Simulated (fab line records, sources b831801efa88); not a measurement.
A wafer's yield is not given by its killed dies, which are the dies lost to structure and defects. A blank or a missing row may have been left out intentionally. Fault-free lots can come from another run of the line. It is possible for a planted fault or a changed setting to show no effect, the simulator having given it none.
fab line records | flow gf180mcu
record: lots: 14 | wafers: 42 | last-day: 34
route steps=602 shown V5@554 TOP_METAL@583
lots that met no fault: taken from a fault-free run of the same line
start-h: hours from the record's opening day to when the first of the lot's shown wafers began | wait-h: hours from the lot's prior step to this one | " as in the row above | L1.1+2: a row that stands for several wafers | - no value, or no start was given | * or withheld: withheld | < > ~ a bound
route shown NAME@n: NAME is a module with steps in the file, n the number in the route of the first one | usual: the fault-free wafers' mean and standard deviation | same: alike in all rows | chamber/n: place in a boat | sites: readings site by site | _std_site: their standard deviation | _edge_site: the outer-site mean with the inner-site mean subtracted | radius-mm: for every site, how far away it sits from the centre of the wafer | mask NAME#n: copy n | behind: the tool/chamber that last shaped the wafer | hold: why the lot went on hold/how many hours it stayed there/how the hold came to an end | device: which transistor (n, p or np) failed to switch | end of line: the tests these same wafers got at the end of their route | step lacking rows: just its recipe | killed: not the wafer's yield, but the dies lost to structure and defects at the first sort | map: shows each die of a wafer: x if killed, . if not, _ if none is there
set.NAME: the setting that was run; set.NAME@STEP: the one run at that earlier step | model.NAME: the simulator's own value behind a step, which no gauge read
one table for each step of the route and one row for each wafer, over a sample of lots
services: a tool's chamber out of use, with start hour (start-h, from the record's first day; less than 0 if before it), hours out, and reason
== steps ==
step: GF_V5_CD_MEAS_14
recipe: target-cd-nm: 260
usual: cd-nm: 259.8/1.2
lot.wafer | tool      | chamber | start-h | wait-h | cd-nm
L318.2    | cd-sem-02 | -       | 653.59  | 0.1    | 261.5
L318.3    | "         | -       | "       | "      | 260.0
L318.6    | "         | -       | "       | "      | 260.1
L319.2    | cd-sem-02 | -       | 662.72  | 0.1    | 258.8
L319.3    | "         | -       | "       | "      | 258.7
L319.5    | "         | -       | "       | "      | 258.2
L320.2    | cd-sem-01 | -       | 671.83  | 0.1    | 259.7
L320.5    | "         | -       | "       | "      | 258.5
L320.6    | "         | -       | "       | "      | 259.7
L322.1    | cd-sem-01 | -       | 682.30  | 0.1    | 260.3
L322.4    | "         | -       | "       | "      | 258.4
L322.5    | "         | -       | "       | "      | 260.9
L323.1    | cd-sem-02 | -       | 697.00  | 0.1    | 258.0
L323.4    | "         | -       | "       | "      | 259.4
L323.5    | "         | -       | "       | "      | 258.5
L324.1    | cd-sem-01 | -       | 706.80  | 0.1    | 261.5
L324.4    | "         | -       | "       | "      | 260.8
L324.6    | "         | -       | "       | "      | 261.0
L325.2    | cd-sem-02 | -       | 708.72  | 0.1    | 259.6
L325.3    | "         | -       | "       | "      | 258.6
L325.4    | "         | -       | "       | "      | 258.4
L326.2    | cd-sem-02 | -       | 715.48  | 0.1    | 259.4
L326.4    | "         | -       | "       | "      | 260.9
L326.6    | "         | -       | "       | "      | 260.0
L332.3    | cd-sem-02 | -       | 752.82  | 0.1    | 258.7
L332.4    | "         | -       | "       | "      | 259.0
L332.6    | "         | -       | "       | "      | 258.5
L333.1    | cd-sem-02 | -       | 756.71  | 0.1    | 257.9
L333.3    | "         | -       | "       | "      | 258.0
L333.5    | "         | -       | "       | "      | 258.4
L334.1    | cd-sem-02 | -       | 763.23  | 0.1    | 260.2
L334.2    | "         | -       | "       | "      | 257.9
L334.4    | "         | -       | "       | "      | 257.0
L336.1    | cd-sem-02 | -       | 773.30  | 0.1    | 260.6
L336.3    | "         | -       | "       | "      | 259.7
L336.4    | "         | -       | "       | "      | 258.9
L337.3    | cd-sem-02 | -       | 778.99  | 0.1    | 259.0
L337.4    | "         | -       | "       | "      | 257.3
L337.6    | "         | -       | "       | "      | 258.4
L338.2    | cd-sem-02 | -       | 788.40  | 0.1    | 259.8
L338.5    | "         | -       | "       | "      | 260.1
L338.6    | "         | -       | "       | "      | 258.3
step: GF_V5_SPUTTER_21
recipe: material: Ti | target-thk-nm: 15 | chamber-pressure-pa: 5 | power-w: 2500 | substrate-temp-c: 200 | time-s: 80.02
usual: throttle-valve-pct: 29.8/0.86
lot.wafer | tool           | chamber | start-h | wait-h | throttle-valve-pct
L318.2    | pvd-sputter-04 | -       | 654.45  | 0.0    | 28.9
L318.3    | "              | -       | "       | "      | 29.2
L318.6    | "              | -       | "       | "      | 30.4
L319.2    | pvd-sputter-03 | -       | 663.55  | 0.0    | 30.4
L319.3    | "              | -       | "       | "      | 30.3
L319.5    | "              | -       | "       | "      | 30.2
L320.2    | pvd-sputter-02 | -       | 672.67  | 0.0    | 30.4
L320.5    | "              | -       | "       | "      | 27.9
L320.6    | "              | -       | "       | "      | 30.5
L322.1    | pvd-sputter-03 | -       | 683.14  | 0.0    | 29.4
L322.4    | "              | -       | "       | "      | 29.8
L322.5    | "              | -       | "       | "      | 29.4
L323.1    | pvd-sputter-03 | -       | 697.84  | 0.0    | 30.3
L323.4    | "              | -       | "       | "      | 29.6
L323.5    | "              | -       | "       | "      | 29.9
L324.1    | pvd-sputter-02 | -       | 707.71  | 0.0    | 30.4
L324.4    | "              | -       | "       | "      | 28.1
L324.6    | "              | -       | "       | "      | 30.8
L325.2    | pvd-sputter-03 | -       | 709.58  | 0.0    | 29.5
L325.3    | "              | -       | "       | "      | 30.0
L325.4    | "              | -       | "       | "      | 29.4
L326.2    | pvd-sputter-02 | -       | 716.35  | 0.0    | 27.6
L326.4    | "              | -       | "       | "      | 30.2
L326.6    | "              | -       | "       | "      | 27.7
L332.3    | pvd-sputter-03 | -       | 753.63  | 0.0    | 29.3
L332.4    | "              | -       | "       | "      | 29.7
L332.6    | "              | -       | "       | "      | 29.5
L333.1    | pvd-sputter-03 | -       | 757.56  | 0.0    | 29.7
L333.3    | "              | -       | "       | "      | 29.8
L333.5    | "              | -       | "       | "      | 30.2
L334.1    | pvd-sputter-02 | -       | 764.08  | 0.0    | 30.1
L334.2    | "              | -       | "       | "      | 30.5
L334.4    | "              | -       | "       | "      | 30.7
L336.1    | pvd-sputter-04 | -       | 774.14  | 0.0    | 29.3
L336.3    | "              | -       | "       | "      | 29.0
L336.4    | "              | -       | "       | "      | 31.9
L337.3    | pvd-sputter-03 | -       | 779.79  | 0.0    | 30.2
L337.4    | "              | -       | "       | "      | 30.0
L337.6    | "              | -       | "       | "      | 30.1
L338.2    | pvd-sputter-03 | -       | 789.22  | 0.0    | 30.3
L338.5    | "              | -       | "       | "      | 29.9
L338.6    | "              | -       | "       | "      | 29.9
step: GF_V5_THK_MEAS_25
recipe: thk-meas-gauge: xrf | reads: W_of_V5_CVD_23
usual: V5_W_THK: 355/8.3
lot.wafer | tool          | chamber | start-h | wait-h | V5_W_THK[nm]
L318.2    | film-metro-03 | -       | 654.79  | 0.1    | 365
L318.3    | "             | -       | "       | "      | 362
L318.6    | "             | -       | "       | "      | 368
L319.2    | film-metro-02 | -       | 663.89  | 0.1    | 359
L319.3    | "             | -       | "       | "      | 365
L319.5    | "             | -       | "       | "      | 348
L320.2    | film-metro-04 | -       | 673.01  | 0.1    | 350
L320.5    | "             | -       | "       | "      | 352
L320.6    | "             | -       | "       | "      | 344
L322.1    | film-metro-02 | -       | 683.47  | 0.1    | 351
L322.4    | "             | -       | "       | "      | 354
L322.5    | "             | -       | "       | "      | 354
L323.1    | film-metro-04 | -       | 698.17  | 0.1    | 362
L323.4    | "             | -       | "       | "      | 347
L323.5    | "             | -       | "       | "      | 348
L324.1    | film-metro-03 | -       | 708.05  | 0.1    | 348
L324.4    | "             | -       | "       | "      | 361
L324.6    | "             | -       | "       | "      | 352
L325.2    | film-metro-04 | -       | 709.92  | 0.1    | 341
L325.3    | "             | -       | "       | "      | 364
L325.4    | "             | -       | "       | "      | 346
L326.2    | film-metro-03 | -       | 716.69  | 0.1    | 344
L326.4    | "             | -       | "       | "      | 342
L326.6    | "             | -       | "       | "      | 339
L332.3    | film-metro-02 | -       | 753.98  | 0.1    | 364
L332.4    | "             | -       | "       | "      | 352
L332.6    | "             | -       | "       | "      | 360
L333.1    | film-metro-04 | -       | 757.89  | 0.1    | 361
L333.3    | "             | -       | "       | "      | 364
L333.5    | "             | -       | "       | "      | 362
L334.1    | film-metro-03 | -       | 764.41  | 0.1    | 358
L334.2    | "             | -       | "       | "      | 347
L334.4    | "             | -       | "       | "      | 355
L336.1    | film-metro-03 | -       | 774.47  | 0.1    | 364
L336.3    | "             | -       | "       | "      | 358
L336.4    | "             | -       | "       | "      | 348
L337.3    | film-metro-02 | -       | 780.14  | 0.1    | 375
L337.4    | "             | -       | "       | "      | 350
L337.6    | "             | -       | "       | "      | 350
L338.2    | film-metro-04 | -       | 789.57  | 0.1    | 360
L338.5    | "             | -       | "       | "      | 344
L338.6    | "             | -       | "       | "      | 360
step: GF_TOP_METAL_METAL_ETCH_16
recipe: chemistry: Cl2/BCl3 | mask-material: NOVOLAK | target-depth-nm: 1077.5 | stop-on: SiO2 | pressure-mtorr: 8 | icp-w: 800 | bias-w: 140 | Cl2_flow_sccm: 80 | bcl3-flow-sccm: 40 | time-s: 179.6
usual: bcl3-flow-sccm: 40.00/0.13 | bias-w: 140.0/0.42 | drypump-motor-current-A: 5.8/0.52 | he-backside-leak-sccm: 3.27/0.23 | oes-product-au: 0.967/0.0071 | throttle-valve-pct: 28.255/0.01
lot.wafer | tool         | chamber | start-h | wait-h | bcl3-flow-sccm | bias-w | drypump-motor-current-A | he-backside-leak-sccm | oes-product-au | rf-hours-counter-h | throttle-valve-pct
L318.2    | rie-metal-01 | 1       | 674.77  | 0.0    | 39.82          | 139.3  | 6.1                     | 3.31                  | 0.971          | 5                  | 28.254
L318.3    | "            | 0       | "       | "      | 39.97          | 140.6  | 6.0                     | 3.71                  | 0.961          | -                  | 28.265
L318.6    | "            | 1       | "       | "      | 39.83          | 139.3  | 6.1                     | 3.43                  | 0.966          | -                  | 28.261
L319.2    | rie-metal-03 | 0       | 683.56  | 0.0    | 39.94          | 140.1  | 6.6                     | 3.47                  | 0.969          | 13                 | 28.244
L319.3    | "            | 1       | "       | "      | 39.98          | 140.4  | 5.3                     | 4.17                  | 0.958          | -                  | 28.261
L319.5    | "            | 0       | "       | "      | 39.64          | 139.7  | 6.6                     | 3.19                  | 0.972          | -                  | 28.235
L320.2    | rie-metal-02 | 1       | 692.11  | 0.0    | 39.99          | 139.5  | 5.6                     | 2.95                  | 0.966          | 2                  | 28.259
L320.5    | "            | 1       | "       | "      | 39.99          | 139.7  | 5.6                     | 3.05                  | 0.974          | -                  | 28.258
L320.6    | "            | 0       | "       | "      | 39.92          | 139.3  | 5.2                     | 3.07                  | 0.957          | -                  | 28.252
L322.1    | rie-metal-03 | 1       | 703.29  | 0.0    | 39.95          | 139.9  | 5.3                     | 3.33                  | 0.973          | 12                 | 28.246
L322.4    | "            | 1       | "       | "      | 40.00          | 139.8  | 5.3                     | 3.19                  | 0.975          | -                  | 28.237
L322.5    | "            | 1       | "       | "      | 39.94          | 140.0  | 5.3                     | 3.25                  | 0.972          | -                  | 28.241
L323.1    | rie-metal-01 | 0       | 717.63  | 0.0    | 40.02          | 140.1  | 6.0                     | 3.67                  | 0.950          | 6                  | 28.257
L323.4    | "            | 0       | "       | "      | 39.96          | 139.9  | 5.9                     | 3.89                  | 0.954          | -                  | 28.256
L323.5    | "            | 0       | "       | "      | 40.00          | 140.3  | 6.0                     | 3.51                  | 0.956          | -                  | 28.238
L324.1    | rie-metal-01 | 0       | 726.31  | 0.0    | 40.25          | 140.2  | 6.0                     | 3.46                  | 0.955          | 6                  | 28.255
L324.4    | "            | 1       | "       | "      | 39.89          | 139.4  | 6.1                     | 3.22                  | 0.976          | -                  | 28.260
L324.6    | "            | 0       | "       | "      | 39.87          | 140.2  | 6.0                     | 3.70                  | 0.967          | -                  | 28.252
L325.2    | rie-metal-03 | 1       | 728.53  | 0.1    | 40.13          | 139.1  | 5.3                     | 3.27                  | 0.955          | -                  | 28.254
L325.3    | "            | 1       | "       | "      | 39.95          | 139.5  | 5.3                     | 3.33                  | 0.961          | -                  | 28.276
L325.4    | "            | 1       | "       | "      | 39.97          | 139.7  | 5.3                     | 3.29                  | 0.963          | -                  | 28.270
L326.2    | rie-metal-03 | 1       | 734.22  | 0.0    | 40.05          | 140.1  | 5.3                     | 3.27                  | 0.955          | 14                 | 28.262
L326.4    | "            | 0       | "       | "      | 39.87          | 140.2  | 6.5                     | 3.20                  | 0.966          | -                  | 28.258
L326.6    | "            | 0       | "       | "      | 39.93          | 140.1  | 6.6                     | 3.23                  | 0.955          | -                  | 28.258
L332.3    | rie-metal-03 | 0       | 770.89  | 0.1    | 40.02          | 139.9  | 6.5                     | 3.45                  | 0.976          | -                  | 28.250
L332.4    | "            | 1       | "       | "      | 40.05          | 140.4  | 5.3                     | 3.23                  | 0.973          | -                  | 28.240
L332.6    | "            | 0       | "       | "      | 39.97          | 140.3  | 6.5                     | 3.32                  | 0.962          | -                  | 28.266
L333.1    | rie-metal-02 | 1       | 774.66  | 0.0    | -              | -      | -                       | -                     | -              | -                  | -
L333.3    | "            | 0       | "       | "      | -              | -      | -                       | -                     | -              | -                  | -
L333.5    | "            | 0       | "       | "      | -              | -      | -                       | -                     | -              | -                  | -
L334.1    | rie-metal-03 | 0       | 781.02  | 0.0    | -              | -      | -                       | -                     | -              | -                  | -
L334.2    | "            | 1       | "       | "      | -              | -      | -                       | -                     | -              | -                  | -
L334.4    | "            | 0       | "       | "      | -              | -      | -                       | -                     | -              | -                  | -
L336.1    | rie-metal-02 | 1       | 790.89  | 0.0    | 39.89          | 140.1  | 5.6                     | 3.31                  | 0.967          | 7                  | 28.241
L336.3    | "            | 0       | "       | "      | 39.92          | 139.8  | 5.2                     | 3.10                  | 0.958          | -                  | 28.252
L336.4    | "            | 1       | "       | "      | 39.98          | 140.2  | 5.6                     | 3.16                  | 0.964          | -                  | 28.255
L337.3    | rie-metal-03 | 0       | 796.82  | 0.1    | 39.86          | 139.8  | 6.6                     | 3.12                  | 0.974          | -                  | 28.246
L337.4    | "            | 0       | "       | "      | 40.02          | 139.8  | 6.6                     | 3.09                  | 0.964          | -                  | 28.243
L337.6    | "            | 0       | "       | "      | 40.09          | 139.9  | 6.6                     | 3.33                  | 0.966          | -                  | 28.273
L338.2    | rie-metal-02 | 1       | 805.34  | 0.0    | 39.74          | 140.5  | 5.6                     | 3.15                  | 0.980          | 7                  | 28.248
L338.5    | "            | 0       | "       | "      | 40.09          | 140.5  | 5.2                     | 3.07                  | 0.973          | -                  | 28.265
L338.6    | "            | 1       | "       | "      | 39.93          | 139.9  | 5.6                     | 3.05                  | 0.962          | -                  | 28.252
step: GF_TOP_METAL_STRIP_17
recipe: chemistry: O2/N2 | power-w: 1400 | pressure-mtorr: 1500 | platen-temp-c: 250 | o2-flow-sccm: 3000 | n2-flow-sccm: 300 | overash-fraction: 0.5
usual: drypump-motor-current-A: 5.9/0.34 | heater-power-w: 318/29 | oes-product-au: 0.711/0.0045 | strip-time-to-endpoint-s: 13.47/0.11
lot.wafer | tool            | chamber | start-h | wait-h | drypump-motor-current-A | heater-power-w | oes-product-au | rf-hours-counter-h | strip-time-to-endpoint-s
L318.2    | plasma-asher-01 | 0       | 674.95  | 0.1    | 5.4                     | 322            | 0.711          | 56                 | 13.45
L318.3    | "               | 1       | "       | "      | 6.1                     | 302            | 0.711          | -                  | 13.57
L318.6    | "               | 0       | "       | "      | 5.4                     | 327            | 0.715          | -                  | 13.37
L319.2    | plasma-asher-01 | 1       | 683.73  | 0.1    | 6.1                     | 314            | 0.711          | 58                 | 13.39
L319.3    | "               | 0       | "       | "      | 5.4                     | 321            | 0.718          | -                  | 13.52
L319.5    | "               | 0       | "       | "      | 5.4                     | 316            | 0.706          | -                  | 13.41
L320.2    | plasma-asher-02 | 1       | 692.28  | 0.1    | 6.0                     | 327            | 0.713          | 30                 | 13.35
L320.5    | "               | 1       | "       | "      | 6.0                     | 334            | 0.710          | -                  | 13.37
L320.6    | "               | 0       | "       | "      | 5.8                     | 303            | 0.710          | -                  | 13.68
L322.1    | plasma-asher-02 | 0       | 703.46  | 0.1    | 5.8                     | 302            | 0.711          | 31                 | 13.47
L322.4    | "               | 0       | "       | "      | 5.9                     | 313            | 0.703          | -                  | 13.53
L322.5    | "               | 1       | "       | "      | 6.0                     | 325            | 0.721          | -                  | 13.47
L323.1    | plasma-asher-01 | 1       | 717.80  | 0.1    | 6.1                     | 305            | 0.713          | 61                 | 13.57
L323.4    | "               | 0       | "       | "      | 5.4                     | 322            | 0.710          | -                  | 13.55
L323.5    | "               | 1       | "       | "      | 6.1                     | 309            | 0.708          | -                  | 13.61
L324.1    | plasma-asher-01 | 1       | 726.48  | 0.1    | 6.1                     | 313            | 0.710          | 62                 | 13.63
L324.4    | "               | 1       | "       | "      | 6.1                     | 308            | 0.709          | -                  | 13.52
L324.6    | "               | 1       | "       | "      | 6.1                     | 319            | 0.709          | -                  | 13.63
L325.2    | plasma-asher-01 | 0       | 728.82  | 0.2    | 5.4                     | 331            | 0.705          | 62                 | 13.52
L325.3    | "               | 1       | "       | "      | 6.1                     | 306            | 0.711          | -                  | 13.51
L325.4    | "               | 0       | "       | "      | 5.4                     | 318            | 0.714          | -                  | 13.46
L326.2    | plasma-asher-02 | 1       | 734.40  | 0.1    | 6.0                     | 323            | 0.715          | 34                 | 13.47
L326.4    | "               | 0       | "       | "      | 5.8                     | 310            | 0.710          | -                  | 13.37
L326.6    | "               | 1       | "       | "      | 6.0                     | 331            | 0.712          | -                  | 13.39
L332.3    | plasma-asher-01 | 0       | 771.04  | 0.1    | 5.4                     | 326            | 0.711          | -                  | 13.36
L332.4    | "               | 1       | "       | "      | 6.1                     | 307            | 0.715          | -                  | 13.56
L332.6    | "               | 0       | "       | "      | 5.4                     | 329            | 0.705          | -                  | 13.31
L333.1    | plasma-asher-02 | 0       | 774.83  | 0.1    | 5.9                     | 314            | 0.711          | 39                 | 18.34
L333.3    | "               | 1       | "       | "      | 6.0                     | 325            | 0.717          | -                  | 18.32
L333.5    | "               | 0       | "       | "      | 5.8                     | 306            | 0.705          | -                  | 18.35
L334.1    | plasma-asher-01 | 0       | 781.19  | 0.1    | 5.4                     | 318            | 0.717          | 69                 | 18.30
L334.2    | "               | 1       | "       | "      | 6.1                     | 310            | 0.723          | 69                 | 18.25
L334.4    | "               | 0       | "       | "      | 5.4                     | 325            | 0.717          | -                  | 18.35
L336.1    | plasma-asher-01 | 0       | 791.06  | 0.1    | 5.4                     | 322            | 0.711          | 70                 | 13.39
L336.3    | "               | 0       | "       | "      | 5.4                     | 324            | 0.713          | -                  | 13.55
L336.4    | "               | 1       | "       | "      | 6.1                     | 314            | 0.711          | -                  | 13.34
L337.3    | plasma-asher-01 | 1       | 797.09  | 0.2    | 6.1                     | 316            | 0.718          | -                  | 13.30
L337.4    | "               | 0       | "       | "      | 5.4                     | 321            | 0.713          | -                  | 13.29
L337.6    | "               | 1       | "       | "      | 6.1                     | 305            | 0.721          | -                  | 13.31
L338.2    | plasma-asher-03 | 0       | 805.57  | 0.2    | 6.1                     | 253            | 0.713          | 104                | 13.35
L338.5    | "               | 0       | "       | "      | 6.1                     | 252            | 0.704          | -                  | 13.61
L338.6    | "               | 1       | "       | "      | 6.7                     | 409            | 0.705          | -                  | 13.46
== services ==
tool            | chamber | start-h | hours | kind
plasma-asher-03 | -       | 635.17  | 1.1   | repair
pvd-sputter-03  | -       | 641.78  | 1.8   | repair
rie-metal-02    | -       | 644.61  | 1.3   | repair
pvd-sputter-04  | 3       | 644.97  | -     | consumable-replace:kit
pvd-sputter-04  | 3       | 644.97  | 18.0  | scheduled-down
pvd-sputter-04  | 3       | 644.97  | 18.0  | vent-cycle
pvd-sputter-04  | -       | 675.54  | 7.7   | repair
pvd-sputter-02  | -       | 693.79  | 6.3   | repair
rie-metal-03    | 0       | 706.73  | -     | clean
rie-metal-03    | 0       | 706.73  | 25.5  | scheduled-down
rie-metal-03    | 0       | 706.73  | 25.5  | vent-cycle
pvd-sputter-02  | 3       | 721.42  | -     | consumable-replace:kit
pvd-sputter-02  | 3       | 721.42  | 18.0  | scheduled-down
pvd-sputter-02  | 3       | 721.42  | 18.0  | vent-cycle
pvd-sputter-04  | 2       | 750.53  | -     | consumable-replace:kit
pvd-sputter-04  | 2       | 750.53  | 18.0  | scheduled-down
pvd-sputter-04  | 2       | 750.53  | 18.0  | vent-cycle
plasma-asher-03 | -       | 759.41  | 15.6  | pm
rie-metal-03    | -       | 769.08  | 0.8   | repair
plasma-asher-03 | -       | 776.29  | 0.7   | repair
plasma-asher-02 | -       | 794.09  | 6.6   | repair
rie-metal-03    | 1       | 794.92  | -     | clean
rie-metal-03    | 1       | 794.92  | 18.3  | scheduled-down
rie-metal-03    | 1       | 794.92  | 18.3  | vent-cycle
== key ==
first-sign: step: GF_TOP_METAL_METAL_ETCH_16 | reading: tool-record | direction: missing
effect: step: GF_TOP_METAL_STRIP_17 | reading: strip-time-to-endpoint-s | direction: up | sigmas: 44 | usual: * | struck: *
met-at GF_TOP_METAL_METAL_ETCH_16
struck-lots L333,L334
later-rows-left-out L333.1,L333.3,L333.5,L334.1,L334.2,L334.4
sort-left-out L333.1,L333.3,L333.5,L334.1,L334.2,L334.4
not-acting-at GF_V5_CD_MEAS_14,GF_V5_SPUTTER_21,GF_V5_THK_MEAS_25
onset-between 770.89 774.66
fault: kind: skipped-step-whole | tool: rie-metal-02,rie-metal-03 | chamber: - | onset-h: 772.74 | steps: GF_TOP_METAL_METAL_ETCH_16 | scope: struck-lots-only
sort-left-out: the simulated sort isn't trusted on such a fault, so these wafers' sort isn't shown, and their yield isn't known
later-rows-left-out: the simulator's readings of these wafers behind a module that went badly wrong aren't trusted and aren't shown, but for the sort
